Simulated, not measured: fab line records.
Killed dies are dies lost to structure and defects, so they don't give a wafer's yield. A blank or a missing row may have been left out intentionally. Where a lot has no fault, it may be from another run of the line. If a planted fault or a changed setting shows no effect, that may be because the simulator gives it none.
fab line records	flow sky130
record lots=11	wafers=33	last-day=50
route steps=708 shown CAP2M@607 METAL4@634 METAL5@663 PASSIVATION@684 PAD_OPEN@708
lots with no fault: from the same line, run without faults
start-h: hours from the record's first day to the start of the lot's first wafer shown	wait-h: hours from the lot's prior step to this one	" same as the row above	L1.1+2: a single row standing in for several wafers	- no value, or no start given	* or withheld: withheld	< > ~ a bound
route shown NAME@n: NAME is a module with steps in the file, n the number in the route of the first one	usual: the fault-free wafers' mean and standard deviation	same: alike in all rows	chamber/n: place in a boat	sites: the reading at each site	_std_site: standard deviation across them	_edge_site: outer sites' mean less inner sites'	radius-mm: for every site, how far away it sits from the centre of the wafer	mask NAME#n: copy n	behind: the tool/chamber that last shaped the wafer	hold: why the lot was held/for how many hours/how that ended	device: whichever transistor did not switch (one of n, p or np)	end of line: tests run on the same wafers once the route is complete	a step without rows: its recipe alone	killed: not the wafer's yield, but the dies lost to structure and defects at the first sort	map: a wafer's dies, x killed, . not, _ none there
set.NAME: the run value of the setting; set.NAME@STEP: its run value at that earlier step	model.NAME: the simulator's own value behind a step, which no gauge read
steps of the route over a sample of lots; a table a step, a row a wafer
services: the hour from which a tool's chamber was out of use, counted from the record's first day as start-h (under 0 if before that day), plus the number of hours and why
## steps
# step SKY_CAP2M_THK_MEAS_04
# recipe thk-meas-gauge=xrf	reads=TiN_of_CAP2M_SPUTTER_02
# usual CAP2M_TIN_THK=202/3.3
lot.wafer	tool	chamber	start-h	wait-h	CAP2M_TIN_THK[nm]
L309.2	film-metro-01	-	922.35	0.1	198
L309.3	"	-	"	"	202
L309.6	"	-	"	"	200
L308.1	film-metro-01	-	924.29	0.1	200
L308.5	"	-	"	"	196
L308.6	"	-	"	"	198
L310.1	film-metro-02	-	961.53	0.1	205
L310.4	"	-	"	"	199
L310.5	"	-	"	"	202
L314.2	film-metro-04	-	1036.24	0.1	200
L314.3	"	-	"	"	197
L314.4	"	-	"	"	205
L317.1	film-metro-01	-	1037.14	0.1	199
L317.4	"	-	"	"	203
L317.5	"	-	"	"	198
L316.1	film-metro-01	-	1038.93	0.1	204
L316.4	"	-	"	"	203
L316.5	"	-	"	"	202
L322.3	film-metro-04	-	1041.70	0.1	198
L322.4	"	-	"	"	205
L322.6	"	-	"	"	203
L324.1	film-metro-01	-	1044.59	0.1	198
L324.4	"	-	"	"	199
L324.5	"	-	"	"	200
L326.1	film-metro-01	-	1046.77	0.1	199
L326.3	"	-	"	"	200
L326.4	"	-	"	"	201
L329.1	film-metro-01	-	1056.47	0.1	203
L329.4	"	-	"	"	201
L329.5	"	-	"	"	204
L331.3	film-metro-01	-	1078.37	0.1	202
L331.4	"	-	"	"	195
L331.6	"	-	"	"	203
# step SKY_METAL4_METAL_ETCH_18
# recipe target-depth-a=8450	stop-on=SiO2	over-etch-frac=0.3	time-s=183.1	chemistry=Cl2/BCl3	resist-sidewall-deg=88	pressure-mtorr=10	icp-w=900	bias-w=48.5	Cl2_flow_sccm=60	bcl3-flow-sccm=30
# usual bias-w=48.49/0.15	drypump-motor-current-A=5.8/0.43	mfc-cl2-sccm=60.00/0.18	oes-product-au=0.863/0.0075	throttle-valve-pct=22.264/0.0083
# same over-etch-frac=0.3
lot.wafer	tool	chamber	start-h	wait-h	bias-w	drypump-motor-current-A	mfc-cl2-sccm	oes-product-au	rf-hours-counter-h	throttle-valve-pct
L309.2	rie-metal-03	1	970.81	0.0	48.20	5.6	60.13	0.857	4	22.263
L309.3	"	1	"	"	48.21	5.6	59.95	0.857	-	22.268
L309.6	"	1	"	"	48.48	5.6	59.96	0.871	-	22.274
L308.1	rie-metal-04	0	973.06	0.0	48.72	5.8	59.92	0.867	12	22.272
L308.5	"	1	"	"	48.77	5.2	60.19	0.877	-	22.263
L308.6	"	0	"	"	48.60	5.9	59.69	0.867	-	22.256
L310.1	rie-metal-04	0	1007.61	0.0	48.42	5.8	60.20	0.853	14	22.263
L310.4	"	0	"	"	48.56	5.9	59.82	0.868	-	22.258
L310.5	"	1	"	"	48.60	5.2	59.60	0.854	-	22.263
L314.2	rie-metal-03	0	1079.11	0.0	48.62	6.3	59.80	0.867	14	22.244
L314.3	"	0	"	"	48.30	6.3	60.00	0.877	-	22.278
L314.4	"	1	"	"	48.62	5.6	60.11	0.854	-	22.258
L317.1	rie-metal-03	0	1080.51	0.0	48.51	6.2	59.96	0.865	15	22.248
L317.4	"	0	"	"	48.66	6.2	60.40	0.865	-	22.269
L317.5	"	0	"	"	48.39	6.2	59.95	0.867	-	22.251
L316.1	rie-metal-03	1	1082.29	0.0	48.38	5.6	59.86	0.860	12	22.251
L316.4	"	0	"	"	48.46	6.3	59.77	0.853	-	22.261
L316.5	"	1	"	"	48.35	5.6	60.16	0.852	-	22.261
L322.3	rie-metal-03	1	1084.72	0.1	48.50	5.7	60.09	0.848	-	22.260
L322.4	"	0	"	"	48.79	6.3	60.17	0.853	-	22.268
L322.6	"	1	"	"	48.46	5.6	60.31	0.849	-	22.264
L324.1	rie-metal-03	0	1086.76	0.0	48.31	6.2	60.12	0.856	16	22.254
L324.4	"	0	"	"	48.49	6.2	59.97	0.851	-	22.274
L324.5	"	1	"	"	48.54	5.6	59.97	0.858	-	22.258
L326.1	rie-metal-04	0	1089.70	0.0	48.26	5.8	59.94	0.864	19	22.253
L326.3	"	1	"	"	48.43	5.2	60.16	0.862	-	22.271
L326.4	"	0	"	"	48.44	5.8	60.14	0.868	-	22.267
L329.1	rie-metal-02	1	1098.40	0.0	48.80	5.3	60.04	0.875	17	22.259
L329.4	"	1	"	"	48.53	5.3	59.93	0.867	-	22.279
L329.5	"	1	"	"	48.76	5.3	59.97	0.855	-	22.273
L331.3	rie-metal-04	1	1118.97	0.1	48.47	5.2	60.18	0.873	-	22.262
L331.4	"	0	"	"	48.50	5.8	59.87	0.867	-	22.260
L331.6	"	0	"	"	48.60	5.9	59.76	0.861	-	22.253
# step SKY_METAL5_SPUTTER_02
# recipe material=AlCu	target-thk-nm=1150	power-w=10600	time-s=61.2	chamber-pressure-pa=0.4
# usual throttle-valve-pct=30.1/1.1
lot.wafer	tool	chamber	start-h	wait-h	throttle-valve-pct
L309.2	pvd-sputter-04	-	995.71	0.0	29.0
L309.3	"	-	"	"	30.4
L309.6	"	-	"	"	29.8
L308.1	pvd-sputter-01	-	998.17	0.0	28.4
L308.5	"	-	"	"	29.1
L308.6	"	-	"	"	28.5
L310.1	pvd-sputter-01	-	1032.76	0.0	30.4
L310.4	"	-	"	"	28.5
L310.5	"	-	"	"	28.9
L314.2	pvd-sputter-03	-	1102.19	0.0	31.9
L314.3	"	-	"	"	31.2
L314.4	"	-	"	"	31.5
L317.1	pvd-sputter-03	-	1103.14	0.0	31.3
L317.4	"	-	"	"	29.9
L317.5	"	-	"	"	31.5
L316.1	pvd-sputter-04	-	1105.16	0.0	30.4
L316.4	"	-	"	"	29.7
L316.5	"	-	"	"	28.8
L322.3	pvd-sputter-03	-	1108.07	0.0	29.9
L322.4	"	-	"	"	32.1
L322.6	"	-	"	"	31.1
L324.1	pvd-sputter-01	-	1109.24	0.0	29.0
L324.4	"	-	"	"	30.5
L324.5	"	-	"	"	29.0
L326.1	pvd-sputter-01	-	1112.92	0.0	29.0
L326.3	"	-	"	"	28.8
L326.4	"	-	"	"	29.0
L329.1	pvd-sputter-04	-	1121.35	0.0	30.7
L329.4	"	-	"	"	28.7
L329.5	"	-	"	"	30.6
L331.3	pvd-sputter-04	-	1141.88	0.0	30.3
L331.4	"	-	"	"	28.7
L331.6	"	-	"	"	30.7
# step SKY_METAL5_RS_MEAS_05
# recipe thk-meas-gauge=four-point-probe	reads=TiN_of_METAL5_SPUTTER_04+Ti_of_METAL5_SPUTTER_03+AlCu_of_METAL5_SPUTTER_02+TiN_of_METAL5_SPUTTER_01+Ti_of_METAL5_SPUTTER_00
# usual METAL5_ALCU_RS=0.0271/0.00041
lot.wafer	tool	chamber	start-h	wait-h	METAL5_ALCU_RS[ohm/sq]
L309.2	film-metro-04	-	995.85	0.0	0.0265
L309.3	"	-	"	"	0.0270
L309.6	"	-	"	"	0.0269
L308.1	film-metro-01	-	998.29	0.0	0.0269
L308.5	"	-	"	"	0.0269
L308.6	"	-	"	"	0.0270
L310.1	film-metro-01	-	1032.88	0.0	0.0273
L310.4	"	-	"	"	0.0272
L310.5	"	-	"	"	0.0274
L314.2	film-metro-03	-	1102.33	0.0	0.0278
L314.3	"	-	"	"	0.0271
L314.4	"	-	"	"	0.0274
L317.1	film-metro-04	-	1103.26	0.0	0.0274
L317.4	"	-	"	"	0.0275
L317.5	"	-	"	"	0.0272
L316.1	film-metro-04	-	1105.28	0.0	0.0275
L316.4	"	-	"	"	0.0270
L316.5	"	-	"	"	0.0266
L322.3	film-metro-03	-	1108.22	0.1	0.0271
L322.4	"	-	"	"	0.0284
L322.6	"	-	"	"	0.0270
L324.1	film-metro-03	-	1109.36	0.0	0.0272
L324.4	"	-	"	"	0.0271
L324.5	"	-	"	"	0.0272
L326.1	film-metro-03	-	1113.03	0.0	0.0272
L326.3	"	-	"	"	0.0274
L326.4	"	-	"	"	0.0271
L329.1	film-metro-01	-	1121.47	0.0	0.0272
L329.4	"	-	"	"	0.0264
L329.5	"	-	"	"	0.0272
L331.3	film-metro-03	-	1142.04	0.1	0.0268
L331.4	"	-	"	"	0.0264
L331.6	"	-	"	"	0.0271
# step SKY_PASSIVATION_THK_MEAS_03
# recipe reads=Si3N4_of_PASSIVATION_CVD_02
# usual PASSIVATION_CVD_02_THK=542/7.7
lot.wafer	tool	chamber	start-h	wait-h	PASSIVATION_CVD_02_THK[nm]
L309.2	film-metro-03	-	1020.10	-	545
L309.3	"	-	"	"	539
L309.6	"	-	"	"	551
L308.1	film-metro-04	-	1021.71	-	533
L308.5	"	-	"	"	551
L308.6	"	-	"	"	556
L310.1	film-metro-04	-	1055.25	-	537
L310.4	"	-	"	"	538
L310.5	"	-	"	"	553
L314.2	film-metro-02	-	1123.38	-	539
L314.3	"	-	"	"	525
L314.4	"	-	"	"	541
L317.1	film-metro-04	-	1124.36	-	535
L317.4	"	-	"	"	549
L317.5	"	-	"	"	550
L316.1	film-metro-04	-	1126.48	-	525
L316.4	"	-	"	"	550
L316.5	"	-	"	"	539
L322.3	film-metro-02	-	1128.54	-	530
L322.4	"	-	"	"	545
L322.6	"	-	"	"	545
L324.1	film-metro-04	-	1130.68	-	532
L324.4	"	-	"	"	556
L324.5	"	-	"	"	543
L326.1	film-metro-03	-	1134.26	-	530
L326.3	"	-	"	"	550
L326.4	"	-	"	"	544
L329.1	film-metro-04	-	1142.09	-	536
L329.4	"	-	"	"	559
L329.5	"	-	"	"	547
L331.3	film-metro-04	-	1164.21	-	543
L331.4	"	-	"	"	544
L331.6	"	-	"	"	557
# step SKY_PAD_OPEN_PROBE_99
# usual defect-limited-yield=82.8/2	killed_at_M0_to_M3=42/7.3	killed_at_M4_up=3.4/2	killed-at-contacts=24/5.8	killed-at-front-end=15/4.6	killed-at-other=0.3/0.62	killed-dies=84/9.8	killed-open=47/6.9	killed-short=38/6.3	sort_bin_3_pad_short=0.8/0.38	sort_bin_5_function=10.2/1.5	sort_bin_6_memory=6.2/1.1	sort-n-pass=408/9.8	sort-yield-pct=82.8/2
# same gross-dies=492	killed-at-back-side=0	sort_bin_4_leakage[%]=0	sort_bin_8_speed[%]=0
lot.wafer	tool	chamber	start-h	wait-h	defect-limited-yield[%]	killed_at_M0_to_M3	killed_at_M4_up	killed-at-contacts	killed-at-front-end	killed-at-other	killed-dies	killed-open	killed-short	sort_bin_3_pad_short[%]	sort_bin_5_function[%]	sort_bin_6_memory[%]	sort-n-pass	sort-yield-pct[%]
L316.1	prober-02	-	1169.70	0.1	80.3	49	4	29	14	1	97	50	47	0.4	12.4	6.9	395	80.3
L316.4	prober-02	-	1169.85	0.2	79.7	45	6	29	18	2	100	50	50	0.8	11.6	7.9	392	79.7
L316.5	prober-02	-	1169.90	0.2	82.5	49	4	22	11	0	86	48	38	1.0	9.8	6.7	406	82.5
L322.3	prober-02	-	1171.30	0.2	84.1	41	0	29	8	0	78	51	27	0.2	10.2	5.5	414	84.1
L322.4	prober-02	-	1171.35	0.2	83.3	49	1	19	13	0	82	46	36	1.2	9.1	6.3	410	83.3
L322.6	prober-02	-	1171.45	0.2	78.9	52	6	27	16	3	104	64	40	1.2	10.6	9.3	388	78.9
L324.1	prober-01	-	1172.57	0.1	78.7	60	1	30	14	0	105	55	50	0	12.2	9.1	387	78.7
L324.4	prober-01	-	1172.72	0.2	82.5	36	3	29	18	0	86	48	38	0.6	10.2	6.7	406	82.5
L324.5	prober-01	-	1172.77	0.2	81.7	43	2	27	17	1	90	46	44	0.8	10.6	6.9	402	81.7
# killed by level:class
L316.1 VIA1:geometric-particle:open=11 CONTACT:geometric-particle:open=9 CONTACT:geometric-particle:short=7 VIA2:geometric-particle:open=7 VIA3:geometric-particle:open=6 METAL3:geometric-particle:short=6 LI_CONTACT:geometric-particle:short=4 LI_CONTACT:geometric-particle:open=4
L316.4 LOCAL_INTERCONNECT:geometric-particle:short=9 VIA2:geometric-particle:open=8 CONTACT:geometric-particle:open=8 METAL1:geometric-particle:short=8 POLY_GATE:geometric-particle:open=7 VIA1:geometric-particle:open=7 METAL2:geometric-particle:short=6 LI_CONTACT:geometric-particle:open=5
L316.5 VIA2:geometric-particle:open=10 VIA1:geometric-particle:open=10 METAL2:geometric-particle:short=8 LOCAL_INTERCONNECT:geometric-particle:short=6 LI_CONTACT:geometric-particle:open=6 FIELD_ISO:geometric-particle:open=4 METAL1:geometric-particle:short=4 VIA1:geometric-particle:short=4
L322.3 VIA1:geometric-particle:open=17 CONTACT:geometric-particle:open=12 LI_CONTACT:geometric-particle:open=9 VIA2:geometric-particle:open=5 FIELD_ISO:geometric-particle:short=4 VIA3:geometric-particle:open=4 VIA3:geometric-particle:short=4 LOCAL_INTERCONNECT:geometric-particle:short=3
L322.4 CONTACT:geometric-particle:open=10 VIA1:geometric-particle:open=7 FIELD_ISO:geometric-particle:open=6 VIA3:geometric-particle:open=6 METAL1:geometric-particle:short=6 METAL2:geometric-particle:short=6 LI_CONTACT:geometric-particle:open=5 VIA2:geometric-particle:open=5
L322.6 VIA1:geometric-particle:open=13 CONTACT:geometric-particle:open=11 METAL2:geometric-particle:short=9 LI_CONTACT:geometric-particle:open=7 VIA2:geometric-particle:open=6 POLY_GATE:geometric-particle:open=5 VIA3:geometric-particle:open=5 METAL1:geometric-particle:open=4
L324.1 CONTACT:geometric-particle:open=12 VIA1:geometric-particle:short=9 POLY_GATE:geometric-particle:open=8 CONTACT:geometric-particle:short=8 METAL1:geometric-particle:short=8 VIA1:geometric-particle:open=8 VIA3:geometric-particle:open=8 VIA2:geometric-particle:open=7
L324.4 LI_CONTACT:geometric-particle:open=10 VIA1:geometric-particle:open=10 CONTACT:geometric-particle:open=8 FIELD_ISO:geometric-particle:open=7 CONTACT:geometric-particle:short=7 FIELD_ISO:geometric-particle:short=6 METAL1:geometric-particle:short=6 VIA3:geometric-particle:open=5
L324.5 METAL1:geometric-particle:short=12 CONTACT:geometric-particle:open=9 LI_CONTACT:geometric-particle:open=8 VIA1:geometric-particle:short=6 VIA1:geometric-particle:open=5 FIELD_ISO:geometric-particle:open=4 POLY_GATE:geometric-particle:open=4 LOCAL_INTERCONNECT:geometric-particle:short=4
## services
tool	chamber	start-h	hours	kind
pvd-sputter-01	0	958.13	-	consumable-replace:kit
pvd-sputter-01	0	958.13	18.0	scheduled-down
pvd-sputter-01	0	958.13	18.0	vent-cycle
pvd-sputter-04	3	963.41	-	consumable-replace:kit
pvd-sputter-04	3	963.41	18.0	scheduled-down
pvd-sputter-04	3	963.41	18.0	vent-cycle
pvd-sputter-03	-	995.95	31.0	repair
pvd-sputter-04	-	1020.20	3.7	repair
rie-metal-03	-	1031.39	0.3	repair
pvd-sputter-03	1	1045.05	-	consumable-replace:kit
pvd-sputter-03	1	1045.05	18.0	scheduled-down
pvd-sputter-03	1	1045.05	18.0	vent-cycle
pvd-sputter-04	2	1104.85	-	consumable-replace:kit
pvd-sputter-04	2	1104.85	18.0	scheduled-down
pvd-sputter-04	2	1104.85	18.0	vent-cycle
pvd-sputter-01	-	1116.66	6.5	repair
pvd-sputter-03	0	1124.59	-	consumable-replace:kit
pvd-sputter-03	0	1124.59	18.0	scheduled-down
pvd-sputter-03	0	1124.59	18.0	vent-cycle
## key
first-sign step=SKY_METAL5_RS_MEAS_05	reading=METAL5_ALCU_RS	direction=up	sigmas=3.2	usual=0.0271	struck=0.0284
effect none on later readings
met-at SKY_METAL5_SPUTTER_02
struck-lots L322
struck-wafers L322.4
not-acting-at SKY_CAP2M_THK_MEAS_04,SKY_METAL4_METAL_ETCH_18,SKY_PASSIVATION_THK_MEAS_03
onset-between 1103.14 1108.07
fault kind=process-parameter-drift	tool=pvd-sputter-03	chamber=-	onset-h=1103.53	steps=SKY_METAL5_SPUTTER_02	channel=time-s	offset=*	shape=step	end-h=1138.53	scope=struck-wafers-only	acts-in=*	stated=*
